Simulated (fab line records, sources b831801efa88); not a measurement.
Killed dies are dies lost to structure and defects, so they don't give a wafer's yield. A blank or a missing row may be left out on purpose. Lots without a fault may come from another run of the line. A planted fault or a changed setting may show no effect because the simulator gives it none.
Which tool did it? | flow sky130 | 10 lots, 30 wafers sampled, at 5 steps of a route of 708

WHAT THE GAUGES READ, wafer by wafer
SKY_METAL1_RS_MEAS_05: measures by four-point-probe.
lot  | measured     | on            | METAL1_ALCU_RS (ohm/sq)
L864 | day 32 05:01 | film_metro-02 | 0.1268 0.1267 0.1255
L867 | day 33 08:03 | film_metro-04 | 0.1274 0.1272 0.1274
L872 | day 35 06:52 | film_metro-04 | 0.1179 0.1253 0.1259
L875 | day 36 02:58 | film_metro-04 | 0.1273 0.1298 0.1278
L880 | day 37 17:02 | film_metro-02 | 0.1255 0.1263 0.1259
L881 | day 38 03:27 | film_metro-04 | 0.1251 0.1262 0.1263
L882 | day 38 10:34 | film_metro-04 | 0.1251 0.1257 0.1240
L883 | day 38 14:42 | film_metro-02 | 0.1267 0.1277 0.1268
L885 | day 38 17:51 | film_metro-04 | 0.1266 0.1268 0.1265
L884 | day 38 20:13 | film_metro-01 | 0.1260 0.1260 0.1257

WHICH TOOL RAN EACH LOT (tool, then ch and the chambers of the sampled wafers, then the start)
lot  | SKY_LDD_HVP_STRIP_09                 | SKY_LI_CONTACT_CVD_21         | SKY_METAL1_SPUTTER_02        | SKY_METAL1_SPUTTER_03
L864 | plasma_asher-04 ch 0,1, day 22 01:14 | cvd_w-02 ch 0,1, day 29 17:06 | pvd_sputter-02, day 32 04:55 | pvd_sputter-02, day 32 04:57
L867 | plasma_asher-03 ch 0,1, day 23 10:17 | cvd_w-02 ch 0,1, day 30 21:29 | pvd_sputter-01, day 33 07:58 | pvd_sputter-01, day 33 07:59
L872 | plasma_asher-02 ch 0,1, day 25 09:55 | cvd_w-02 ch 0,1, day 32 21:39 | pvd_sputter-01, day 35 06:46 | pvd_sputter-01, day 35 06:47
L875 | plasma_asher-02 ch 0,1, day 26 15:27 | cvd_w-01 ch 0,1, day 33 20:35 | pvd_sputter-04, day 36 02:49 | pvd_sputter-04, day 36 02:50
L880 | plasma_asher-03 ch 0,1, day 28 05:51 | cvd_w-02 ch 0,1, day 35 09:05 | pvd_sputter-01, day 37 16:53 | pvd_sputter-01, day 37 16:54
L881 | plasma_asher-04 ch 0,1, day 28 20:55 | cvd_w-02 ch 0,1, day 35 19:58 | pvd_sputter-01, day 38 03:22 | pvd_sputter-01, day 38 03:23
L882 | plasma_asher-04 ch 0,1, day 29 05:48 | cvd_w-01 ch 0,1, day 36 04:41 | pvd_sputter-01, day 38 10:25 | pvd_sputter-01, day 38 10:26
L883 | plasma_asher-04 ch 0,1, day 29 08:55 | cvd_w-02 ch 0,1, day 36 08:23 | pvd_sputter-04, day 38 14:37 | pvd_sputter-04, day 38 14:38
L885 | plasma_asher-03 ch 0,1, day 29 13:22 | cvd_w-01 ch 0,1, day 36 11:44 | pvd_sputter-02, day 38 17:46 | pvd_sputter-02, day 38 17:47
L884 | plasma_asher-03 ch 0,1, day 29 15:19 | cvd_w-02 ch 0,1, day 36 13:32 | pvd_sputter-01, day 38 20:07 | pvd_sputter-01, day 38 20:08
- SKY_LDD_HVP_STRIP_09: strips in O2/N2.
- SKY_LI_CONTACT_CVD_21: deposits W, target thk 400 nm, time 120.56 s.
- SKY_METAL1_SPUTTER_02: material AlCu, target thk 250 nm, time 13.3 s.
- SKY_METAL1_SPUTTER_03: material Ti, target thk 5 nm, time 3.3 s.

THE ANSWER, worked out from the rows above alone
Rule: what is usual is taken from the lots themselves. Put in order of their means at a reading, lots are off if they are a third of the lots or fewer, leave a main group of 4 or more, and stand apart from it by a gap of 3 or more times the standard deviation of the main group's means; of several such gaps the widest counts. A main group whose means are all the same, to the digits that the tables above print for the reading, isn't used. A lot without any number at a reading at which 4 lots or more have one is off too. The other lots that the step has rows for count as sound.
No lot is off at any reading shown: from this, nothing can be told.

WHAT THE SIMULATOR HAD PUT IN
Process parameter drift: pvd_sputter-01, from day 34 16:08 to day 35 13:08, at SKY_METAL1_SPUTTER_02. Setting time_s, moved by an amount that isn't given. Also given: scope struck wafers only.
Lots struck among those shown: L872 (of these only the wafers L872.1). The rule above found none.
